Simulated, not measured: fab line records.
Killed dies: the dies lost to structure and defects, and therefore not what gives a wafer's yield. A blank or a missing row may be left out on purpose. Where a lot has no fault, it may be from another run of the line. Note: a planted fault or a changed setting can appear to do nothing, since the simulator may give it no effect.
Which tool was responsible? :: flow sky130 :: 13 lots with 39 wafers sampled at 5 steps, on a route of 708 steps

## WHAT THE GAUGES SHOWED, per wafer
SKY_FIELD_ISO_BOW_MEAS_00. Usual: INCOMING_BOW gives 0 um (standard deviation 5.7).
lot: L581
measured: day 1 10:01
on: film_metro-01
INCOMING_BOW (um): -3 10 0
flag: 

lot: L582
measured: day 1 15:00
on: film_metro-01
INCOMING_BOW (um): 0 -7 6
flag: 

lot: L583
measured: day 1 20:00
on: film_metro-02
INCOMING_BOW (um): -5 -5 -2
flag: 

lot: L584
measured: day 2 01:00
on: film_metro-02
INCOMING_BOW (um): -9 -5 1
flag: 

lot: L585
measured: day 2 06:00
on: film_metro-02
INCOMING_BOW (um): -4 8 4
flag: 

lot: L586
measured: day 2 11:00
on: film_metro-02
INCOMING_BOW (um): 3 -4 -6
flag: 

lot: L591
measured: day 3 12:01
on: film_metro-02
INCOMING_BOW (um): 9 0 2
flag: 

lot: L596
measured: day 4 13:00
on: film_metro-02
INCOMING_BOW (um): 8 -6 3
flag: 

lot: L598
measured: day 4 23:01
on: film_metro-02
INCOMING_BOW (um): -2 -9 8
flag: 

lot: L600
measured: day 5 09:02
on: film_metro-04
INCOMING_BOW (um): 8 -2 5
flag: 

lot: L602
measured: day 5 19:01
on: film_metro-04
INCOMING_BOW (um): -1 11 -1
flag: 

lot: L603
measured: day 6 00:01
on: film_metro-01
INCOMING_BOW (um): 5 -3 2
flag: 

lot: L604
measured: day 6 05:00
on: film_metro-01
INCOMING_BOW (um): -1 -7 -1
flag: 

SKY_DNWELL_TW_MEAS_09. Usual: DNWELL_TW gives 1123 (standard deviation 7).
lot: L581
measured: day 3 05:30
on: film_metro-02
DNWELL_TW: 1113 1110 1119
flag: 

lot: L582
measured: day 3 09:00
on: film_metro-03
DNWELL_TW: 1128 1129 1124
flag: 

lot: L583
measured: day 3 18:27
on: film_metro-03
DNWELL_TW: 1128 1126 1120
flag: 

lot: L584
measured: day 3 18:29
on: film_metro-04
DNWELL_TW: 1130 1133 1127
flag: 

lot: L585
measured: day 4 03:08
on: film_metro-02
DNWELL_TW: 1103 1107 1109
flag: 

lot: L586
measured: day 4 05:50
on: film_metro-04
DNWELL_TW: 1126 1122 1122
flag: 

lot: L591
measured: day 5 13:40
on: film_metro-04
DNWELL_TW: 1124 1132 1126
flag: 

lot: L596
measured: day 6 14:57
on: film_metro-03
DNWELL_TW: 1127 1124 1131
flag: 

lot: L598
measured: day 7 02:09
on: film_metro-04
DNWELL_TW: 1128 1133 1128
flag: 

lot: L600
measured: day 7 10:58
on: film_metro-04
DNWELL_TW: 1120 1117 1120
flag: 

lot: L602
measured: day 7 22:05
on: film_metro-02
DNWELL_TW: 1115 1110 1105
flag: 

lot: L603
measured: day 8 02:37
on: film_metro-02
DNWELL_TW: 1120 1126 1122
flag: 

lot: L604
measured: day 8 11:56
on: film_metro-04
DNWELL_TW: 1131 1128 1125
flag: 

SKY_SONOS_ONO_THK_MEAS_05. Usual: SONOS_ONO_CVD_04_THK gives 5.67 nm (standard deviation 0.13).
lot: L581
measured: day 11 16:55
on: film_metro-02
SONOS_ONO_CVD_04_THK (nm): 5.46 5.57 5.39
flag: 

lot: L582
measured: day 11 23:40
on: film_metro-04
SONOS_ONO_CVD_04_THK (nm): 5.50 5.58 5.48
flag: 

lot: L583
measured: day 12 12:57
on: film_metro-02
SONOS_ONO_CVD_04_THK (nm): 5.50 5.56 5.69
flag: 

lot: L584
measured: day 12 14:18
on: film_metro-01
SONOS_ONO_CVD_04_THK (nm): 5.78 5.72 5.76
flag: 

lot: L585
measured: day 13 00:52
on: film_metro-01
SONOS_ONO_CVD_04_THK (nm): 5.72 5.92 5.63
flag: 

lot: L586
measured: day 13 04:04
on: film_metro-04
SONOS_ONO_CVD_04_THK (nm): 5.62 5.70 5.70
flag: 

lot: L591
measured: day 15 07:11
on: film_metro-04
SONOS_ONO_CVD_04_THK (nm): 5.62 5.67 5.61
flag: 

lot: L596
measured: day 16 18:50
on: film_metro-01
SONOS_ONO_CVD_04_THK (nm): 5.59 5.57 5.54
flag: 

lot: L598
measured: day 17 15:44
on: film_metro-04
SONOS_ONO_CVD_04_THK (nm): 5.57 5.52 5.66
flag: 

lot: L600
measured: day 18 01:11
on: film_metro-01
SONOS_ONO_CVD_04_THK (nm): 5.50 5.40 5.52
flag: 

lot: L602
measured: day 18 18:13
on: film_metro-04
SONOS_ONO_CVD_04_THK (nm): 5.43 5.38 5.43
flag: 

lot: L603
measured: day 18 22:26
on: film_metro-02
SONOS_ONO_CVD_04_THK (nm): 5.62 5.75 5.65
flag: 

lot: L604
measured: day 19 14:54
on: film_metro-01
SONOS_ONO_CVD_04_THK (nm): 5.87 5.75 5.74
flag: 

## WHAT TOOL EACH LOT RAN ON (gives the tool, then ch and the chambers of the sampled wafers, and finally the start)
lot: L581
SKY_VT_ADJUST_HVTP_SOFTBAKE_03: litho_track-02 ch 0, day 5 18:16
SKY_VT_ADJUST_HVTP_STRIP_10: plasma_asher-03 ch 0,1, day 6 03:38

lot: L582
SKY_VT_ADJUST_HVTP_SOFTBAKE_03: litho_track-01 ch 0, day 5 22:59
SKY_VT_ADJUST_HVTP_STRIP_10: plasma_asher-04 ch 0,1, day 6 08:41

lot: L583
SKY_VT_ADJUST_HVTP_SOFTBAKE_03: litho_track-02 ch 0, day 6 09:26
SKY_VT_ADJUST_HVTP_STRIP_10: plasma_asher-04 ch 0,1, day 6 19:08

lot: L584
SKY_VT_ADJUST_HVTP_SOFTBAKE_03: litho_track-04 ch 0, day 6 09:59
SKY_VT_ADJUST_HVTP_STRIP_10: plasma_asher-04 ch 0,1, day 6 20:06

lot: L585
SKY_VT_ADJUST_HVTP_SOFTBAKE_03: litho_track-01 ch 0, day 6 19:20
SKY_VT_ADJUST_HVTP_STRIP_10: plasma_asher-04 ch 0,1, day 7 05:50

lot: L586
SKY_VT_ADJUST_HVTP_SOFTBAKE_03: litho_track-02 ch 0, day 6 22:26
SKY_VT_ADJUST_HVTP_STRIP_10: plasma_asher-03 ch 0,1, day 7 08:57

lot: L591
SKY_VT_ADJUST_HVTP_SOFTBAKE_03: litho_track-04 ch 0, day 8 12:43
SKY_VT_ADJUST_HVTP_STRIP_10: plasma_asher-04 ch 0,1, day 8 23:59

lot: L596
SKY_VT_ADJUST_HVTP_SOFTBAKE_03: litho_track-04 ch 0, day 9 16:08
SKY_VT_ADJUST_HVTP_STRIP_10: plasma_asher-03 ch 0,1, day 10 03:23

lot: L598
SKY_VT_ADJUST_HVTP_SOFTBAKE_03: litho_track-04 ch 0, day 10 05:28
SKY_VT_ADJUST_HVTP_STRIP_10: plasma_asher-02 ch 0,1, day 10 16:59

lot: L600
SKY_VT_ADJUST_HVTP_SOFTBAKE_03: litho_track-01 ch 0, day 10 14:44
SKY_VT_ADJUST_HVTP_STRIP_10: plasma_asher-03 ch 0,1, day 11 02:11

lot: L602
SKY_VT_ADJUST_HVTP_SOFTBAKE_03: litho_track-01 ch 0, day 11 02:19
SKY_VT_ADJUST_HVTP_STRIP_10: plasma_asher-04 ch 0,1, day 11 13:47

lot: L603
SKY_VT_ADJUST_HVTP_SOFTBAKE_03: litho_track-02 ch 0, day 11 07:55
SKY_VT_ADJUST_HVTP_STRIP_10: plasma_asher-03 ch 0,1, day 11 19:45

lot: L604
SKY_VT_ADJUST_HVTP_SOFTBAKE_03: litho_track-01 ch 0, day 11 22:56
SKY_VT_ADJUST_HVTP_STRIP_10: plasma_asher-02 ch 0,1, day 12 11:35
- SKY_VT_ADJUST_HVTP_SOFTBAKE_03: time 60 s.
- SKY_VT_ADJUST_HVTP_STRIP_10: strips in O2/N2.

## WHAT THE TOOLS THEMSELVES READ (means of the sampled wafers that have a number; where no wafer has one, the mark that the record gives instead)
SKY_VT_ADJUST_HVTP_SOFTBAKE_03. Usual: run_length_s 89.35 s, standard deviation 0.19.
lot: L581
tool: litho_track-02
run_length_s (s): 89.45
flag: 

lot: L582
tool: litho_track-01
run_length_s (s): 89.32
flag: 

lot: L583
tool: litho_track-02
run_length_s (s): 89.41
flag: 

lot: L584
tool: litho_track-04
run_length_s (s): 89.14
flag: 

lot: L585
tool: litho_track-01
run_length_s (s): 89.44
flag: 

lot: L586
tool: litho_track-02
run_length_s (s): 89.45
flag: 

lot: L591
tool: litho_track-04
run_length_s (s): 89.06
flag: 

lot: L596
tool: litho_track-04
run_length_s (s): 122.30
flag: OFF

lot: L598
tool: litho_track-04
run_length_s (s): 122.48
flag: OFF

lot: L600
tool: litho_track-01
run_length_s (s): 89.33
flag: 

lot: L602
tool: litho_track-01
run_length_s (s): 89.29
flag: 

lot: L603
tool: litho_track-02
run_length_s (s): 89.51
flag: 

lot: L604
tool: litho_track-01
run_length_s (s): 89.39
flag: 

SKY_VT_ADJUST_HVTP_STRIP_10. Usual: drypump_motor_current_A 5.5 A, standard deviation 0.54; oes_product_au 0.715 a.u., standard deviation 0.005; strip_time_to_endpoint_s 14.19 s, standard deviation 0.041.
lot: L581
tool: plasma_asher-03
drypump_motor_current_A (A): 5.6
oes_product_au (a.u.): 0.717
strip_time_to_endpoint_s (s): 14.19
flag: 

lot: L582
tool: plasma_asher-04
drypump_motor_current_A (A): 4.9
oes_product_au (a.u.): 0.714
strip_time_to_endpoint_s (s): 14.23
flag: 

lot: L583
tool: plasma_asher-04
drypump_motor_current_A (A): 4.9
oes_product_au (a.u.): 0.714
strip_time_to_endpoint_s (s): 14.14
flag: 

lot: L584
tool: plasma_asher-04
drypump_motor_current_A (A): 4.9
oes_product_au (a.u.): 0.709
strip_time_to_endpoint_s (s): 14.16
flag: 

lot: L585
tool: plasma_asher-04
drypump_motor_current_A (A): 5.2
oes_product_au (a.u.): 0.713
strip_time_to_endpoint_s (s): 14.21
flag: 

lot: L586
tool: plasma_asher-03
drypump_motor_current_A (A): 5.5
oes_product_au (a.u.): 0.717
strip_time_to_endpoint_s (s): 14.12
flag: 

lot: L591
tool: plasma_asher-04
drypump_motor_current_A (A): 4.9
oes_product_au (a.u.): 0.716
strip_time_to_endpoint_s (s): 14.16
flag: 

lot: L596
tool: plasma_asher-03
drypump_motor_current_A (A): 5.6
oes_product_au (a.u.): 0.719
strip_time_to_endpoint_s (s): 14.09
flag: 

lot: L598
tool: plasma_asher-02
drypump_motor_current_A (A): 6.4
oes_product_au (a.u.): 0.715
strip_time_to_endpoint_s (s): 14.07
flag: 

lot: L600
tool: plasma_asher-03
drypump_motor_current_A (A): 5.5
oes_product_au (a.u.): 0.713
strip_time_to_endpoint_s (s): 14.21
flag: 

lot: L602
tool: plasma_asher-04
drypump_motor_current_A (A): 4.9
oes_product_au (a.u.): 0.710
strip_time_to_endpoint_s (s): 14.23
flag: 

lot: L603
tool: plasma_asher-03
drypump_motor_current_A (A): 5.5
oes_product_au (a.u.): 0.716
strip_time_to_endpoint_s (s): 14.14
flag: 

lot: L604
tool: plasma_asher-02
drypump_motor_current_A (A): 6.3
oes_product_au (a.u.): 0.718
strip_time_to_endpoint_s (s): 14.14
flag: 

## THE ANSWER, worked out from the rows above alone
Rule: a lot counts as off when the mean over its wafers that have a number is more than 3 standard deviations away from the usual mean. A lot without any number at a reading at which 4 lots or more have one is off too. Any other lot the step has rows for is counted as sound. First the gauges in route order, then the tools' own readings, where a lot's mean is used as printed above. The first step at which some lot is off is used, and at that step the reading that is off furthest; a lot without a number counts as furthest.
Off at SKY_VT_ADJUST_HVTP_SOFTBAKE_03 (run_length_s): L596, L598.
A tool fits if, at that step or a process step before it, it ran every lot that is off, and no sound lot after the first of them. One fits: litho_track-04 at SKY_VT_ADJUST_HVTP_SOFTBAKE_03. A fault onset in the window from L591 (day 8 12:43, its last sound lot) to L596 (day 9 16:08, its first lot off) fits.
The tool's own readings at SKY_VT_ADJUST_HVTP_SOFTBAKE_03 bear it out: on the lots that are off they differ by more than 5 times the standard deviation of the sound lots' means. run_length_s reads 122.39 s there against 89.34 s on the sound lots.

## WHAT THE SIMULATOR PUT IN
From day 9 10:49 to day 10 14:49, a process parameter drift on litho_track-04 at SKY_VT_ADJUST_HVTP_SOFTBAKE_03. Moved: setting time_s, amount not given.
Lots struck among those shown: L596, L598. The same result came from the rule above.
